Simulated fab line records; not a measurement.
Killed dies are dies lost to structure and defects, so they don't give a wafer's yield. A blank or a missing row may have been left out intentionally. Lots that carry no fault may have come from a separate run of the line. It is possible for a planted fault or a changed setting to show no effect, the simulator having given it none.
Which tool is to blame?	flow sfq line	45 wafers from 15 lots sampled at 3 of the route's 325 steps

## WHAT THE GAUGES SHOWED, per wafer
The record holds no reading of a measuring or inspecting step that can be judged against a usual standard deviation.

## WHICH TOOL RAN EACH LOT (tool, then ch and the chambers of the sampled wafers, then the start)
lot	SFQ_TRILAYER_M5_BARC_OPEN_METAL_ETCH_161	SFQ_TRILAYER_M5_ETCH_METAL_ETCH_126	SFQ_TRILAYER_R5_LITHO_EXPOSE_137
L834	rie metal-01 ch 0,1, day 56 22:32	rie metal-01 ch 0,1, day 56 22:36	krf scanner-01 ch 0, day 62 12:31
L835	rie metal-04 ch 0,1, day 57 00:56	rie metal-04 ch 0,1, day 57 01:00	krf scanner-01 ch 0, day 62 13:31
L836	rie metal-02 ch 1, day 57 11:50	rie metal-02 ch 1, day 57 11:54	krf scanner-01 ch 0, day 62 23:19
L837	rie metal-01 ch 0,1, day 59 19:10	rie metal-01 ch 0,1, day 59 19:13	krf scanner-01 ch 0, day 65 04:57
L839	rie metal-02 ch 0,1, day 59 23:58	rie metal-02 ch 0,1, day 60 00:01	krf scanner-01 ch 0, day 65 09:33
L842	rie metal-01 ch 0,1, day 61 14:08	rie metal-01 ch 0,1, day 61 14:11	krf scanner-02 ch 0, day 66 11:17
L843	rie metal-01 ch 0,1, day 61 15:27	rie metal-01 ch 0,1, day 61 15:31	krf scanner-02 ch 0, day 66 12:41
L844	rie metal-04 ch 0,1, day 61 17:51	rie metal-04 ch 0,1, day 61 17:55	krf scanner-02 ch 0, day 66 13:53
L851	rie metal-01 ch 0,1, day 67 00:51	rie metal-01 ch 0,1, day 67 00:57	krf scanner-01, day 67 21:43
L852	rie metal-04 ch 0,1, day 67 03:14	rie metal-04 ch 0,1, day 67 03:17	krf scanner-01, day 71 13:40
L853	rie metal-02 ch 0,1, day 67 04:27	rie metal-02 ch 0,1, day 67 04:33	krf scanner-01, day 71 16:28
L854	rie metal-04 ch 0,1, day 67 05:38	rie metal-04 ch 0,1, day 67 05:41	krf scanner-01 ch 0, day 71 18:28
L855	rie metal-02 ch 1, day 67 06:50	rie metal-02 ch 1, day 67 06:57	krf scanner-01 ch 0, day 71 19:28
L856	rie metal-02 ch 1, day 67 10:26	rie metal-02 ch 1, day 67 10:33	krf scanner-01 ch 0, day 71 20:40
L857	rie metal-02 ch 0,1, day 67 14:02	rie metal-02 ch 0,1, day 67 14:05	krf scanner-01 ch 0, day 71 23:04
- SFQ_TRILAYER_M5_BARC_OPEN_METAL_ETCH_161: etches BARC in O2, target depth 125 nm, time 41.7 s.
- SFQ_TRILAYER_M5_ETCH_METAL_ETCH_126: etches Nb in Cl2/BCl3, stops on SiO2, time 203.2 s, target depth 265 nm.
- SFQ_TRILAYER_R5_LITHO_EXPOSE_137: exposes mask R5, target cd 500 nm.

## WHAT THE TOOLS THEMSELVES READ (means of the sampled wafers that have a number; where no wafer has one, the mark that the record gives instead)
SFQ_TRILAYER_M5_BARC_OPEN_METAL_ETCH_161. Usual: bias w 80.00 W, standard deviation 0.23; chamber pressure mTorr 10.000 mTorr, standard deviation 0.0081; drypump motor current A 6.2 A, standard deviation 0.42; oes product au 0.685 a.u., standard deviation 0.0049.
lot	tool	bias w (W)	chamber pressure mTorr (mTorr)	drypump motor current A (A)	oes product au (a.u.)	flag
L834	rie metal-01	79.80	10.006	5.8	0.681	
L835	rie metal-04	80.26	9.997	5.9	0.685	
L836	rie metal-02	80.11	10.010	6.8	0.689	
L837	rie metal-01	80.03	9.996	5.9	0.684	
L839	rie metal-02	79.97	9.994	6.7	0.683	
L842	rie metal-01	80.02	10.009	5.8	0.684	
L843	rie metal-01	80.24	9.999	5.9	0.681	
L844	rie metal-04	79.93	10.004	5.9	0.681	
L851	rie metal-01	-	-	-	-	OFF
L852	rie metal-04	-	-	-	-	OFF
L853	rie metal-02	-	-	-	-	OFF
L854	rie metal-04	80.06	9.998	5.9	0.690	
L855	rie metal-02	79.85	10.007	6.8	0.679	
L856	rie metal-02	79.83	10.002	6.8	0.688	
L857	rie metal-02	79.90	10.004	6.7	0.682	

SFQ_TRILAYER_M5_ETCH_METAL_ETCH_126. Usual: bias w 79.98 W, standard deviation 0.26; chamber pressure mTorr 10.001 mTorr, standard deviation 0.0093; drypump motor current A 6.2 A, standard deviation 0.42; oes product au 0.727 a.u., standard deviation 0.0057.
lot	tool	bias w (W)	chamber pressure mTorr (mTorr)	drypump motor current A (A)	oes product au (a.u.)	flag
L834	rie metal-01	80.11	10.001	5.8	0.728	
L835	rie metal-04	79.87	10.008	5.9	0.724	
L836	rie metal-02	80.02	10.011	6.8	0.732	
L837	rie metal-01	80.30	9.999	5.9	0.730	
L839	rie metal-02	79.88	9.998	6.7	0.725	
L842	rie metal-01	79.67	10.006	5.8	0.723	
L843	rie metal-01	80.24	9.998	5.9	0.725	
L844	rie metal-04	79.79	10.000	5.8	0.727	
L851	rie metal-01	80.30	9.994	5.8	0.374	OFF
L852	rie metal-04	79.77	9.998	5.9	0.374	OFF
L853	rie metal-02	79.84	10.005	6.7	0.373	OFF
L854	rie metal-04	80.16	10.005	5.9	0.724	
L855	rie metal-02	80.18	10.001	6.8	0.734	
L856	rie metal-02	79.94	10.001	6.8	0.728	
L857	rie metal-02	79.96	10.004	6.7	0.729	

SFQ_TRILAYER_R5_LITHO_EXPOSE_137. Usual: exposure dose mJ cm2 14.399, standard deviation 0.015; focus offset nm 0.0 nm, standard deviation 0.52.
lot	tool	exposure dose mJ cm2	focus offset nm (nm)	flag
L834	krf scanner-01	14.394	0.1	
L835	krf scanner-01	14.413	-0.5	
L836	krf scanner-01	14.394	-0.4	
L837	krf scanner-01	14.405	-0.8	
L839	krf scanner-01	14.393	0.1	
L842	krf scanner-02	14.408	-0.2	
L843	krf scanner-02	14.403	0.2	
L844	krf scanner-02	14.397	-0.5	
L851	krf scanner-01	-	-	OFF
L852	krf scanner-01	-	-	OFF
L853	krf scanner-01	-	-	OFF
L854	krf scanner-01	14.404	0.6	
L855	krf scanner-01	14.394	-0.2	
L856	krf scanner-01	14.410	0.0	
L857	krf scanner-01	14.408	-0.1	

## THE ANSWER, worked out from the rows above alone
Rule: a lot is off if the mean of its wafers that have a number lies more than 3 standard deviations from the usual mean. Also off: a lot with no number at a reading for which 4 or more lots have one. The other lots that the step has rows for count as sound. The gauges are gone through in route order, then the tools' own readings, and for those a lot's mean is taken as printed above. The first step at which some lot is off is used, and at that step the reading that is off furthest; a lot without a number counts as furthest.
Off, at SFQ_TRILAYER_M5_BARC_OPEN_METAL_ETCH_161 on bias w: L851, L852, L853. Without a number there: L851, L852, L853.
A tool fits if, at that step or a process step before it, it ran every lot that is off, and no sound lot after the first of them. Not one of the candidates tried fits.

## WHAT THE SIMULATOR HAD INSERTED
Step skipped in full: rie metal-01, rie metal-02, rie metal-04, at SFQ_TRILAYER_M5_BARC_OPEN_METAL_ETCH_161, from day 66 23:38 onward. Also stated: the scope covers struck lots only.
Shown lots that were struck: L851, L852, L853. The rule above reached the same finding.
